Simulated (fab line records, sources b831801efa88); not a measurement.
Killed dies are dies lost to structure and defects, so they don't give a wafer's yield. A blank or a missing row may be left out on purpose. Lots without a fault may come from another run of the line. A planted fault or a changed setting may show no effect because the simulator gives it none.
Which tool did it? | flow gf180mcu | 12 lots, 36 wafers sampled, at 6 steps of a route of 602

WHAT THE GAUGES READ, wafer by wafer
GF_STI_BOW_MEAS_00. Usual: INCOMING_BOW 0 um, standard deviation 6.2.
lot  | measured    | on            | INCOMING_BOW (um) | flag
L702 | day 1 10:00 | film_metro-04 | -4 1 14           |
L704 | day 1 20:00 | film_metro-04 | -5 -4 7           |
L705 | day 2 01:01 | film_metro-03 | -6 -6 -5          |
L710 | day 3 02:00 | film_metro-02 | -8 7 6            |
L711 | day 3 07:00 | film_metro-04 | 6 -5 -7           |
L712 | day 3 12:01 | film_metro-04 | -2 -5 1           |
L714 | day 3 22:01 | film_metro-03 | -5 -6 -4          |
L715 | day 4 03:00 | film_metro-04 | 5 2 -2            |
L720 | day 5 04:02 | film_metro-04 | -1 1 -7           |
L721 | day 5 09:02 | film_metro-04 | 4 3 10            |
L723 | day 5 19:00 | film_metro-03 | -5 5 2            |
L725 | day 6 05:00 | film_metro-03 | -13 3 -5          |

GF_MVPSD_OVL_MEAS_07. Usual: MVPSD_OVL 0.0 nm, standard deviation 1.5.
lot  | measured     | on         | MVPSD_OVL (nm) | flag
L702 | day 5 00:18  | overlay-01 | -1.5 -2.4 -1.3 |
L704 | day 5 13:57  | overlay-01 | 0.3 0.9 1.6    |
L705 | day 5 17:27  | overlay-02 | -1.7 -1.0 -1.5 |
L710 | day 7 00:27  | overlay-01 | -0.7 1.7 0.5   |
L711 | day 7 07:35  | overlay-02 | -1.3 -4.1 -1.5 |
L712 | day 7 14:39  | overlay-01 | -0.5 -2.2 -1.7 |
L714 | day 7 23:36  | overlay-02 | -0.8 -0.5 0.0  |
L715 | day 8 06:09  | overlay-01 | 0.6 1.0 1.5    |
L720 | day 9 11:47  | overlay-01 | -0.2 1.2 -0.8  |
L721 | day 9 17:34  | overlay-02 | 2.7 1.1 1.7    |
L723 | day 10 06:47 | overlay-01 | 0.3 -0.6 1.2   |
L725 | day 10 21:29 | overlay-02 | -1.1 -1.2 0.1  |

GF_VT_IMPLANT_TW_MEAS_32. Usual: VT_IMPLANT_3_TW 266.5, standard deviation 2.8.
lot  | measured     | on            | VT_IMPLANT_3_TW   | flag
L702 | day 6 20:50  | film_metro-03 | 264.1 264.3 263.8 |
L704 | day 7 11:41  | film_metro-04 | 263.9 264.1 264.9 |
L705 | day 7 16:56  | film_metro-04 | 262.2 262.6 263.3 |
L710 | day 9 01:41  | film_metro-04 | 267.8 266.6 265.3 |
L711 | day 9 09:55  | film_metro-04 | 267.1 266.9 268.6 |
L712 | day 9 16:20  | film_metro-04 | 265.9 266.0 265.8 |
L714 | day 10 02:23 | film_metro-04 | 265.7 264.4 264.6 |
L715 | day 10 10:01 | film_metro-04 | 266.9 265.1 264.7 |
L720 | day 11 18:55 | film_metro-01 | 30.3 30.1 30.3    | OFF
L721 | day 12 00:05 | film_metro-03 | 263.1 262.1 261.7 |
L723 | day 12 15:55 | film_metro-01 | 270.0 269.2 270.0 |
L725 | day 13 07:52 | film_metro-04 | 263.7 265.6 265.7 |

GF_DUAL_GATE_THK_MEAS_03. Usual: DUAL_GATE_OXIDATION_00_THK 10.93 nm, standard deviation 0.2.
lot  | measured     | on            | DUAL_GATE_OXIDATION_00_THK (nm) | flag
L702 | day 7 15:10  | film_metro-04 | 10.84 11.11 11.05               |
L704 | day 8 06:31  | film_metro-02 | 10.53 10.73 10.68               |
L705 | day 8 11:28  | film_metro-02 | 11.13 11.05 11.12               |
L710 | day 9 22:10  | film_metro-04 | 10.84 10.80 10.71               |
L711 | day 10 06:24 | film_metro-02 | 11.03 10.81 10.99               |
L712 | day 10 12:41 | film_metro-03 | 11.11 10.96 10.76               |
L714 | day 10 22:34 | film_metro-03 | 10.90 10.98 11.07               |
L715 | day 11 06:38 | film_metro-04 | 11.03 11.12 11.26               |
L721 | day 12 23:42 | film_metro-03 | 10.75 10.58 10.74               |
L723 | day 13 15:51 | film_metro-03 | 10.75 10.73 10.56               |
L725 | day 14 07:06 | film_metro-04 | 10.49 10.47 10.46               |

WHICH TOOL RAN EACH LOT (tool, then ch and the chambers of the sampled wafers, then the start)
lot  | GF_VT_IMPLANT_STRIP_20               | GF_VT_IMPLANT_STRIP_31
L702 | plasma_asher-04 ch 0,1, day 6 05:38  | plasma_asher-03 ch 0,1, day 6 20:44
L704 | plasma_asher-04 ch 0,1, day 6 20:43  | plasma_asher-03 ch 0,1, day 7 11:35
L705 | plasma_asher-04 ch 0,1, day 7 00:50  | plasma_asher-03 ch 0,1, day 7 16:49
L710 | plasma_asher-04 ch 0,1, day 8 08:47  | plasma_asher-04 ch 0,1, day 9 01:35
L711 | plasma_asher-02 ch 0,1, day 8 16:43  | plasma_asher-03 ch 0,1, day 9 09:49
L712 | plasma_asher-03 ch 0,1, day 8 23:28  | plasma_asher-03 ch 0,1, day 9 16:13
L714 | plasma_asher-04 ch 0,1, day 9 08:38  | plasma_asher-04 ch 0, day 10 02:16
L715 | plasma_asher-02 ch 0,1, day 9 15:55  | plasma_asher-02 ch 0,1, day 10 09:55
L720 | plasma_asher-04 ch 0,1, day 11 00:13 | plasma_asher-03 ch 0,1, day 11 18:49
L721 | plasma_asher-03 ch 0,1, day 11 05:31 | plasma_asher-03 ch 0,1, day 12 00:00
L723 | plasma_asher-03 ch 0,1, day 11 20:11 | plasma_asher-03 ch 0,1, day 12 15:49
L725 | plasma_asher-03 ch 0,1, day 12 12:20 | plasma_asher-04 ch 0,1, day 13 07:46
- GF_VT_IMPLANT_STRIP_20: strips in O2/N2.
- GF_VT_IMPLANT_STRIP_31: strips in O2/N2.

WHAT THE TOOLS THEMSELVES READ (means of the sampled wafers that have a number; where no wafer has one, the mark that the record gives instead)
GF_VT_IMPLANT_STRIP_20. Usual: drypump_motor_current_A 5.9 A, standard deviation 0.46; heater_power_w 320 W, standard deviation 55; oes_product_au 0.716 a.u., standard deviation 0.0043; strip_time_to_endpoint_s 12.64 s, standard deviation 0.036.
lot  | tool            | drypump_motor_current_A (A) | heater_power_w (W) | oes_product_au (a.u.) | strip_time_to_endpoint_s (s) | flag
L702 | plasma_asher-04 | 5.9                         | 305                | 0.716                 | 12.65                        |
L704 | plasma_asher-04 | 5.6                         | 318                | 0.713                 | 12.61                        |
L705 | plasma_asher-04 | 5.6                         | 315                | 0.714                 | 12.58                        |
L710 | plasma_asher-04 | 6.0                         | 307                | 0.718                 | 12.69                        |
L711 | plasma_asher-02 | 5.7                         | 318                | 0.715                 | 12.63                        |
L712 | plasma_asher-03 | 6.4                         | 326                | 0.716                 | 12.62                        |
L714 | plasma_asher-04 | 6.0                         | 309                | 0.718                 | 12.66                        |
L715 | plasma_asher-02 | 5.5                         | 370                | 0.713                 | 12.63                        |
L720 | plasma_asher-04 | 6.0                         | 306                | 0.881                 | -                            | OFF
L721 | plasma_asher-03 | 6.3                         | 286                | 0.716                 | 12.66                        |
L723 | plasma_asher-03 | 6.3                         | 287                | 0.718                 | 12.67                        |
L725 | plasma_asher-03 | 6.4                         | 324                | 0.714                 | 12.67                        |

GF_VT_IMPLANT_STRIP_31. Usual: drypump_motor_current_A 6.1 A, standard deviation 0.43; heater_power_w 313 W, standard deviation 53; oes_product_au 0.715 a.u., standard deviation 0.0046; strip_time_to_endpoint_s 12.63 s, standard deviation 0.038.
lot  | tool            | drypump_motor_current_A (A) | heater_power_w (W) | oes_product_au (a.u.) | strip_time_to_endpoint_s (s) | flag
L702 | plasma_asher-03 | 6.4                         | 330                | 0.717                 | 12.64                        |
L704 | plasma_asher-03 | 6.4                         | 324                | 0.710                 | 12.64                        |
L705 | plasma_asher-03 | 6.4                         | 330                | 0.714                 | 12.63                        |
L710 | plasma_asher-04 | 5.9                         | 305                | 0.716                 | 12.67                        |
L711 | plasma_asher-03 | 6.3                         | 287                | 0.717                 | 12.60                        |
L712 | plasma_asher-03 | 6.4                         | 327                | 0.718                 | 12.62                        |
L714 | plasma_asher-04 | 6.3                         | 301                | 0.718                 | 12.68                        |
L715 | plasma_asher-02 | 5.7                         | 323                | 0.715                 | 12.56                        |
L720 | plasma_asher-03 | 6.4                         | 328                | 0.718                 | 24.54                        | OFF
L721 | plasma_asher-03 | 6.4                         | 330                | 0.713                 | 12.59                        |
L723 | plasma_asher-03 | 6.3                         | 288                | 0.717                 | 12.65                        |
L725 | plasma_asher-04 | 5.6                         | 314                | 0.716                 | 12.65                        |

THE ANSWER, worked out from the rows above alone
Rule: a lot is off if the mean of its wafers that have a number lies more than 3 standard deviations from the usual mean. A lot without any number at a reading at which 4 lots or more have one is off too. The other lots that the step has rows for count as sound. The gauges are gone through in route order, then the tools' own readings, and for those a lot's mean is taken as printed above. The first step at which some lot is off is used, and at that step the reading that is off furthest; a lot without a number counts as furthest.
Off: L720, at GF_VT_IMPLANT_TW_MEAS_32 (VT_IMPLANT_3_TW).
A tool fits if, at a process step before that reading, it ran every lot that is off, and no sound lot after the first of them. The gauges at GF_VT_IMPLANT_TW_MEAS_32 aren't tried: what is off there is off at GF_VT_IMPLANT_STRIP_20 too, on other tools, and a gauge's error can't cause that. One fits: plasma_asher-04 at GF_VT_IMPLANT_STRIP_20. Its last sound lot is L714 (day 9 08:38), its first lot that is off L720 (day 11 00:13): a fault that began between those two fits.
The tool's own readings at GF_VT_IMPLANT_STRIP_20 bear it out: on the lots that are off they differ by more than 5 times the standard deviation of the sound lots' means. oes_product_au reads 0.881 a.u. there against 0.716 a.u. on the sound lots.
Blank at GF_VT_IMPLANT_STRIP_20 on the lots that are off, where sound lots have numbers: strip_time_to_endpoint_s.

WHAT THE SIMULATOR HAD PUT IN
Strip aborted: plasma_asher-04, from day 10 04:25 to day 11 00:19, at GF_VT_IMPLANT_STRIP_20. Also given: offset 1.
Lots struck among those shown: L720. The rule above found the same.
